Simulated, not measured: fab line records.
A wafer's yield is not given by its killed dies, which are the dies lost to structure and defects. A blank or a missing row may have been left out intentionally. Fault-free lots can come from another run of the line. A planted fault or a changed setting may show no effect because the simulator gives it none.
Problem report in the 8D (eight disciplines) form, filled by code :: flow gf180mcu :: the parts of the form that need people (team, actions taken, sign-off) are left out

== 1. WHAT IS WRONG ==
Across 2 wafers from 2 lots, NSD_TW at GF_NSD_TW_MEAS_12 averages 30, while fault-free wafers read 4238 with a standard deviation of 31. That is -99 or more standard deviations from the usual mean.
First seen on wafer L228.1, day 16 14:54, on film-metro-03. The record holds 42 wafers of 14 lots with a number at this step. By rule, "out" or "out of limits" means more than 4 standard deviations away from the usual mean. The rest of the wafers with a number are treated as sound.

== 2. WHAT IT IS; WHAT IT IS NOT ==
question: which readings at this step
is: NSD_TW
is not: -

question: which lots
is: L228, L233
is not: L221, L224, L225, L226, L227, L229, L230, L238, L240, L242, L243, L244

question: which wafers of those lots
is: L228.1, L233.5
is not: L228.2, L228.6, L233.2, L233.4

question: read on which gauges
is: film-metro-01, film-metro-03
is not: film-metro-04

question: when
is: from day 16 14:54
is not: up to then (20 sound wafers); but 20 sound wafers of L230, L233, L238, L240, L242, L243, L244 came after

== 3. SUSPECTS, AND WHAT RULES EACH OUT ==
Counting: if a tool at a process step up to the reading ran every lot that is out, it stays a suspect. Sound lots after the first of them don't rule it out here, since some wafers of a struck lot are sound.
- the gauge at GF_NSD_TW_MEAS_12: ruled out. Those wafers that are out were read across 2 gauges (film-metro-01, film-metro-03).
- litho-track-01 at GF_NSD_DEVELOP_06 (develop time 60 s): kept. It ran every lot that is out, first L228 (day 16 14:11); its last sound lot up to then is L227 (day 15 23:13).
Left after counting: litho-track-01 at GF_NSD_DEVELOP_06.

== 4. THE CAUSE (what the simulator had put in) ==
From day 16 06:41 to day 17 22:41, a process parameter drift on litho-track-01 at GF_NSD_DEVELOP_06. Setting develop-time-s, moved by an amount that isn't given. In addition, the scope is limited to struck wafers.
Only this tool survived the counting.

== 5. THE CHAIN OF EFFECTS, in route order ==
One row per reading whose mean, taken over the struck wafers that have a number, lies over 3 standard deviations from the usual. Only readings whose record carries a usual standard deviation are examined. hours: median over the lots of the time between each lot's start at the first step of this table that gives one and its start at this step. sigmas: the change, counted in usual standard deviations.
hours: 0
step: GF_NSD_TW_MEAS_12
reading: NSD_TW
usual: 4238
on struck wafers: 30
change: -4208
sigmas: -99 or more
Readings that are blank on the struck wafers while sound wafers have them: cd-nm at GF_NSD_CD_MEAS_07; NSD_OVL at GF_NSD_OVL_MEAS_08.

== 6. WHAT WOULD HAVE CAUGHT IT SOONER ==
The first out-of-limits reading at a measuring or inspecting step in this record came at day 16 14:54, 8 hours after the fault's start at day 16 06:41.
Between GF_NSD_DEVELOP_06 and GF_NSD_TW_MEAS_12, GF_NSD_CD_MEAS_07 gave no cd-nm and GF_NSD_OVL_MEAS_08 gave no NSD_OVL on the struck wafers, where sound wafers have one: a measuring or inspecting step that comes back empty is itself a sign.
Of the lots that are out (2), L233 began GF_NSD_DEVELOP_06 on litho-track-01 after day 16 14:54. It would have been spared by a hold on the tool at that moment.
